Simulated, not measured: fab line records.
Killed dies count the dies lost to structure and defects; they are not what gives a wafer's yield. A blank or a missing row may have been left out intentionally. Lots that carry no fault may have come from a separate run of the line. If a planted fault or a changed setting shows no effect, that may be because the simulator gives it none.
Matching of chambers | flow sky130 | 4 sister chambers for SKY_SONOS_TUNNEL_WET_ETCH_10 on wet_bench-01
The step etches SiO2 in dHF, target depth 14 nm, time 280 s. 8 wafers are shown with their chamber, then 10 later ones without.

WAFERS PAIRED WITH THEIR CHAMBERS
wafer  | chamber | temp_c (C)
L537.2 | 3       | 24.94
L537.3 | 3       | 24.95
L540.2 | 0       | 24.87
L540.6 | 0       | 24.96
L542.4 | 1       | 25.09
L542.5 | 1       | 25.18
L543.1 | 2       | 25.13
L543.3 | 2       | 25.12

WAFERS WITH NO CHAMBER GIVEN
wafer  | temp_c (C)
L543.6 | 24.84
L545.3 | 24.83
L545.4 | 25.03
L545.5 | 25.01
L551.3 | 24.87
L551.4 | 24.97
L551.6 | 24.87
L553.1 | 24.91
L553.2 | 24.84
L553.3 | 25.01

CHAMBER TAKEN BY EACH
wafer  | from the rows above               | in truth
L543.6 | can't be placed: 0 or 3           | 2
L545.3 | can't be placed: 0 or 3           | 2
L545.4 | can't be placed: 3 or 2 or 1 or 0 | 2
L545.5 | can't be placed: 3 or 0 or 2 or 1 | 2
L551.3 | can't be placed: 0 or 3           | 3
L551.4 | can't be placed: 3 or 0           | 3
L551.6 | can't be placed: 0 or 3           | 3
L553.1 | can't be placed: 0 or 3           | 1
L553.2 | can't be placed: 0 or 3           | 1
L553.3 | can't be placed: 3 or 0 or 2 or 1 | 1
Correct placement for 0 of the 10. From these rows, 10 cannot be placed; in 6 the true chamber is one of the candidates. 0 placed wrongly.
How it was worked out, from the rows above alone: a wafer's distance from a chamber is the root of the sum, over the readings, of the square of ((its reading less the chamber's mean) divided by the reading's scatter). If the next closest chamber is less than 2 further off than the closest, the wafer can't be placed; otherwise it belongs to the closest. Each chamber's mean is taken over the wafers shown for it. The scatter: the root of (the sum of the squares of (reading less its chamber's mean) over the shown wafers, divided by (wafers less chambers)).
